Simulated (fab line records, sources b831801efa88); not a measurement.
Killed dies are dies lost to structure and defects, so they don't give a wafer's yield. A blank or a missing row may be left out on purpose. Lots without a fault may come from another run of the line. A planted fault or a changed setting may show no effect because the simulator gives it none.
Split-lot experiment | flow gf180mcu | 5 lots, 23 wafers read, on a route of 602 steps

THE SPLIT
At GF_HV_LDD_COAT_41 (resist thk 1000 nm), the setting spin_rpm was moved away from the recipe's 3000 rpm on 11 of the 23 wafers read, by -5.8% to -3.0%. The other wafers ran this setting at the recipe's value.

The reading is taken at the split's own step.

THE READING
NOVOLAK_of_HV_LDD_COAT_41.thk_nm (the simulator's own value, which no gauge read), in nm, at GF_HV_LDD_COAT_41 (resist thk 1000 nm). The file gives no usual value for it. The 12 wafers here that ran the recipe average 999.3 nm, standard deviation 2.3 nm.

wafer  | tool, chamber at the split | spin_rpm as run, rpm | against the recipe | NOVOLAK_of_HV_LDD_COAT_41.thk_nm, nm | against lot-mates on the recipe
L076.1 | litho_track-03, 0          | 3000                 | recipe             | 1004                                 | -
L076.4 | litho_track-03, 0          | 3000                 | recipe             | 998.8                                | -
L076.5 | litho_track-03, 0          | 3000                 | recipe             | 1002                                 | -
L077.1 | litho_track-01, 0          | 2827                 | -5.8%              | 1029                                 | +31.6
L077.2 | litho_track-01, 0          | 2827                 | -5.8%              | 1028                                 | +30.6
L077.3 | litho_track-01, 0          | 3000                 | recipe             | 996.8                                | -
L077.5 | litho_track-01, 0          | 3000                 | recipe             | 997.7                                | -
L077.6 | litho_track-01, 0          | 3000                 | recipe             | 997.8                                | -
L081.1 | litho_track-03, 0          | 3000                 | recipe             | 998.5                                | -
L081.2 | litho_track-03, 0          | 2883                 | -3.9%              | 1017                                 | +19.3
L081.4 | litho_track-03, 0          | 2883                 | -3.9%              | 1017                                 | +19.3
L081.5 | litho_track-03, 0          | 2883                 | -3.9%              | 1018                                 | +20.3
L081.6 | litho_track-03, 0          | 3000                 | recipe             | 996.9                                | -
L082.1 | litho_track-03, 0          | 2864                 | -4.5%              | 1023                                 | +24.9
L082.2 | litho_track-03, 0          | 3000                 | recipe             | 997.3                                | -
L082.3 | litho_track-03, 0          | 3000                 | recipe             | 999                                  | -
L082.4 | litho_track-03, 0          | 2864                 | -4.5%              | 1021                                 | +22.9
L082.5 | litho_track-03, 0          | 2864                 | -4.5%              | 1021                                 | +22.9
L083.1 | litho_track-04, 0          | 2909                 | -3.0%              | 1019                                 | +17.5
L083.2 | litho_track-04, 0          | 2909                 | -3.0%              | 1019                                 | +17.5
L083.3 | litho_track-04, 0          | 3000                 | recipe             | 1003                                 | -
L083.4 | litho_track-04, 0          | 3000                 | recipe             | 1000                                 | -
L083.6 | litho_track-04, 0          | 2909                 | -3.0%              | 1013                                 | +11.5

THE FIT
A straight line over all 23 wafers: NOVOLAK_of_HV_LDD_COAT_41.thk_nm changes by -5 nm for each +1% of spin_rpm; r = -0.98; the points scatter about the line by 2.4 nm.
The same after taking each lot's own level away (the mean of its wafers on the recipe; 23 wafers): -5.23 nm for each +1%; r = -0.99; scatter 1.6 nm.
On that fit, the largest move of spin_rpm shifts the reading by 30 nm.
The lots' own levels span 997.43 to 1001.60 nm, that is 1.8 times the standard deviation above.
So the lot-to-lot level changes the slope little: the two slopes agree.
Check: with one of the wafers moved furthest among these (-5.8%) left out of the fit, the line predicts +29.7 nm for it against its lot-mates. It came out at +31.6 nm against them.

OTHER SPLITS ON THESE WAFERS
These wafers also went through other splits before the reading. Each is held against what the fit with the lots' levels taken away leaves over:
other split on the same wafers      | wafers away from the commonest value | r with NOVOLAK_of_HV_LDD_COAT_41.thk_nm (lot level and that fit taken away)
GF_VT_IMPLANT_IMPLANT_41 dose_cm2   | 9                                    | -0.34
GF_POLY_GATE_CVD_00 time_s          | 15                                   | +0.17
GF_HV_LDD_DEVELOP_06 develop_time_s | 8                                    | +0.16
GF_HV_LDD_COAT_14 resist_thk_nm     | 4                                    | -0.12
GF_HV_LDD_IMPLANT_21 tilt_deg       | 6                                    | +0.03

THE WHOLE CHAIN: every reading that the file lists as answering this split, in the file's order
step               | what it does       | reading                                                                           | change (the file's fit)              | r (the file's)
GF_HV_LDD_COAT_41  | resist thk 1000 nm | NOVOLAK_of_HV_LDD_COAT_41.thk_nm (the simulator's own value, which no gauge read) | -5.2 nm for each +1% of the setting  | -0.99
GF_HV_LDD_STRIP_49 | strips in O2/N2    | strip_time_to_endpoint_s                                                          | withheld for each +1% of the setting | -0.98

THE FILE'S OWN FIT
NOVOLAK_of_HV_LDD_COAT_41.thk_nm changes by -5.2 nm for each +1% of spin_rpm, r = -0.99.
